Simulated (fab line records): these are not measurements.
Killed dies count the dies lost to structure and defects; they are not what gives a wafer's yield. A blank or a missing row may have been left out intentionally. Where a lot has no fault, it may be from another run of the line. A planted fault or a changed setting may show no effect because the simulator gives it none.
8D (eight disciplines) problem report, filled in by code :: flow gf180mcu :: the parts of the form that need people (team, actions taken, sign-off) are left out

## 1. WHAT WENT WRONG
Mean HV_LDD_CVD_56_THK at GF_HV_LDD_THK_MEAS_57: 107.2 nm over 6 wafers in 2 lots; fault-free wafers: 90.0 nm, standard deviation 0.89. Relative to the usual mean, that is a shift of +19 standard deviations.
First seen on wafer L595.1, day 18 17:16, on film metro-04. The record has a number at this step for 36 wafers belonging to 12 lots. The rule behind "out" and "out of limits": a value lying over 4 standard deviations away from the usual mean. The rest of the wafers with a number are treated as sound.

## 2. WHAT IT IS; WHAT IT IS NOT
question: which readings at this step
is: HV_LDD_CVD_56_THK
is not: -

question: which lots
is: L595, L597
is not: L578, L580, L582, L583, L584, L585, L587, L591, L598, L599

question: which wafers of those lots
is: all that have a number
is not: -

question: read on which gauges
is: film metro-04
is not: film metro-02, film metro-03

question: when
is: from day 18 17:16
is not: up to then (24 sound wafers); but 6 sound wafers of L598, L599 came after

## 3. WHAT RULES OUT EACH SUSPECT
Counting: a tool at a process step up to the reading stays a suspect if it ran every lot that is out and no sound lot after the first of them.
- the gauge at GF_HV_LDD_THK_MEAS_57: ruled out. All the wafers that are out were read on film metro-04, but those of them that GF_HV_LDD_ETCHBACK_58 has rows for are out there too, on other tools.
- lpcvd-02 at GF_HV_LDD_CVD_56 (deposits Si3N4 from DCS/NH3, target thk 90 nm, time 1543 s): kept. It processed each lot that is out, first L595 at day 18 15:50, and no sound lot thereafter; up to then, the last sound lot it processed was L591 at day 17 07:14.
Left after counting: lpcvd-02 at GF_HV_LDD_CVD_56.

## 4. THE CAUSE (what the simulator had put in)
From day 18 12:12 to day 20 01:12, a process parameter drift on lpcvd-02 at GF_HV_LDD_CVD_56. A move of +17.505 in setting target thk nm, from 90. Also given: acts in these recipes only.
This tool alone remained once counting was done.

## 5. THE EFFECT CHAIN, in route order
Each row: a reading whose mean over the struck wafers that have a number lies more than 3 standard deviations from the usual. Readings are gone through only where the record gives a usual standard deviation; hours: the median, over the lots, of the time from a lot's start at the first step in this table giving one to that lot's start at this step; sigmas: the change measured in usual standard deviations.
hours: 0
step: GF_HV_LDD_THK_MEAS_57
reading: HV_LDD_CVD_56_THK
usual: 90.0 nm
on struck wafers: 107.2
change: +17.2
sigmas: +19

hours: 0
step: GF_HV_LDD_ETCHBACK_58
reading: oes product au
usual: 0.843 a.u.
on struck wafers: 0.933
change: +0.090
sigmas: +13
Its process steps:
- GF_HV_LDD_ETCHBACK_58: etches Si3N4 in CH3F/O2, stops on SiO2, time 100 s, target depth 90 nm.

## 6. WHAT WOULD HAVE CAUGHT IT SOONER
In this record the first reading out of limits at a measuring or inspecting step was taken at day 18 17:16, 5 hours after the fault began at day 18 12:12.
No tool reading at GF_HV_LDD_CVD_56 that has a usual standard deviation in the record was out on any struck wafer, so an alarm limit of 4 standard deviations on those readings would not have fired.
L597, from the lots that are out (2), started GF_HV_LDD_CVD_56 on lpcvd-02 later than day 18 17:16. A hold on the tool at that time would have spared it.
